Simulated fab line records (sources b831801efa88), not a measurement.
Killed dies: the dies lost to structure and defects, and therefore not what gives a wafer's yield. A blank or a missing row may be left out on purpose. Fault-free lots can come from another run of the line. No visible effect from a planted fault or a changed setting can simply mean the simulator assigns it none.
Which tool was responsible? | flow gf180mcu | 14 lots with 42 wafers sampled at 3 steps, on a route of 602 steps

## WHAT EACH GAUGE READ, for each wafer
GF_SAB_THK_MEAS_01. Usual: SAB_CVD_00_THK typically reads 50.1 nm, with standard deviation 0.61.
lot  | measured     | on            | SAB_CVD_00_THK (nm) | flag
L778 | day 14 09:40 | film_metro-03 | 50.2 50.1 50.8      |
L779 | day 14 18:57 | film_metro-03 | 49.4 50.5 50.1      |
L780 | day 14 20:49 | film_metro-02 | 49.9 50.1 50.1      |
L781 | day 15 04:14 | film_metro-02 | 48.8 49.4 49.5      |
L782 | day 15 15:39 | film_metro-02 | 49.5 50.6 50.2      |
L784 | day 16 11:21 | film_metro-02 | 50.2 51.0 50.8      |
L787 | day 17 11:44 | film_metro-04 | 49.2 49.9 49.9      |
L788 | day 17 20:27 | film_metro-03 | 50.6 51.0 50.6      |
L789 | day 17 23:45 | film_metro-03 | 49.8 49.9 50.2      |
L790 | day 18 12:49 | film_metro-03 | 48.5 50.1 49.5      |
L791 | day 18 17:26 | film_metro-04 | 49.4 49.5 50.5      |
L798 | day 21 07:29 | film_metro-04 | 50.6 50.1 51.0      |
L799 | day 21 13:13 | film_metro-02 | 50.0 49.5 49.6      |
L801 | day 22 04:46 | film_metro-02 | 50.1 50.1 50.6      |

GF_CONTACT_CD_MEAS_14: target cd 220 nm. Usual: cd_nm reads 220.2 nm (standard deviation 1.2).
lot  | measured     | on        | cd_nm (nm)        | flag
L778 | day 16 06:33 | cd_sem-01 | 219.3 219.2 219.8 |
L779 | day 16 16:17 | cd_sem-01 | 219.9 220.6 219.5 |
L780 | day 16 17:19 | cd_sem-01 | 222.5 221.2 220.0 |
L781 | day 17 02:35 | cd_sem-02 | 219.9 221.1 221.5 |
L782 | day 17 13:27 | cd_sem-02 | 220.6 221.8 221.6 |
L784 | day 18 10:12 | cd_sem-01 | 218.7 218.9 219.5 |
L787 | day 19 12:10 | cd_sem-01 | 219.8 220.6 220.2 |
L788 | day 19 20:44 | cd_sem-01 | 222.1 220.6 221.5 |
L789 | day 20 00:58 | cd_sem-01 | 220.1 220.4 221.4 |
L790 | day 20 14:18 | cd_sem-02 | 217.6 217.5 217.4 |
L791 | day 20 17:35 | cd_sem-02 | 220.8 218.5 219.4 |
L798 | day 23 07:38 | cd_sem-02 | 221.5 220.4 218.3 |
L799 | day 23 12:02 | cd_sem-01 | 219.9 218.6 219.8 |
L801 | day 24 02:51 | cd_sem-01 | 223.0 221.7 221.3 |

## WHICH TOOL RAN EACH LOT (tool, then ch and the chambers of the sampled wafers, then the start)
lot  | GF_PSD_EXPOSE_04
L778 | iline_stepper-01 ch 0, day 13 21:56
L779 | iline_stepper-02 ch 0, day 14 07:50
L780 | iline_stepper-01 ch 0, day 14 10:18
L781 | iline_stepper-02 ch 0, day 14 16:43
L782 | iline_stepper-02 ch 0, day 15 03:58
L784 | iline_stepper-01 ch 0, day 15 23:19
L787 | iline_stepper-01 ch 0, day 17 00:07
L788 | iline_stepper-01 ch 0, day 17 08:23
L789 | iline_stepper-02 ch 0, day 17 11:41
L790 | iline_stepper-02 ch 0, day 18 00:26
L791 | iline_stepper-01 ch 0, day 18 04:55
L798 | iline_stepper-01 ch 0, day 20 19:23
L799 | iline_stepper-01 ch 0, day 21 00:35
L801 | iline_stepper-02 ch 0, day 21 16:19
- GF_PSD_EXPOSE_04: exposes mask Pplus, target cd 400 nm.

## WHAT THE TOOLS THEMSELVES READ (means of the sampled wafers that have a number; where no wafer has one, the mark that the record gives instead)
GF_PSD_EXPOSE_04. Usual: exposure_dose_mJ_cm2 140.01, standard deviation 0.15; focus_offset_nm 0.0 nm, standard deviation 0.5.
lot  | tool             | exposure_dose_mJ_cm2 | focus_offset_nm (nm) | flag
L778 | iline_stepper-01 | 140.08               | 0.5                  |
L779 | iline_stepper-02 | 140.17               | -0.6                 |
L780 | iline_stepper-01 | 140.25               | 0.3                  |
L781 | iline_stepper-02 | 140.01               | 0.3                  |
L782 | iline_stepper-02 | 140.04               | 0.1                  |
L784 | iline_stepper-01 | 139.92               | 0.2                  |
L787 | iline_stepper-01 | 139.86               | -0.4                 |
L788 | iline_stepper-01 | 140.19               | 0.0                  |
L789 | iline_stepper-02 | 139.90               | -0.8                 |
L790 | iline_stepper-02 | 139.93               | -0.2                 |
L791 | iline_stepper-01 | 139.78               | -0.0                 |
L798 | iline_stepper-01 | 137.38               | -0.2                 | OFF
L799 | iline_stepper-01 | 137.28               | 0.1                  | OFF
L801 | iline_stepper-02 | 140.24               | 0.2                  |

## THE ANSWER, worked out from the rows above alone
Rule: take the mean of a lot's wafers that have a number; if it is more than 3 standard deviations from the usual mean, the lot is off. Also off: a lot with no number at a reading for which 4 or more lots have one. The other lots that the step has rows for count as sound. First the gauges in route order, then the tools' own readings, where a lot's mean is used as printed above. The first step at which some lot is off is used, and at that step the reading that is off furthest; a lot without a number counts as furthest.
Off: L798, L799 (GF_PSD_EXPOSE_04, exposure_dose_mJ_cm2).
If a tool, at that step or one of the process steps before it, ran each lot that is off and ran no sound lot following the first of them, it fits. One fits: iline_stepper-01 at GF_PSD_EXPOSE_04. Its last sound lot is L791 (day 18 04:55), its first lot that is off L798 (day 20 19:23): a fault that began between those two fits.
The tool's own readings at GF_PSD_EXPOSE_04 bear it out: on the lots that are off they differ by more than 5 times the standard deviation of the sound lots' means. exposure_dose_mJ_cm2 reads 137.33 there against 140.03 on the sound lots.

## WHAT THE SIMULATOR HAD PUT IN
Process parameters drifting: iline_stepper-01 at GF_PSD_EXPOSE_04, beginning at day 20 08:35. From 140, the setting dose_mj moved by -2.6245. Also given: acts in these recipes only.
Lots struck among those shown: L798, L799. This agrees with what the rule above found.
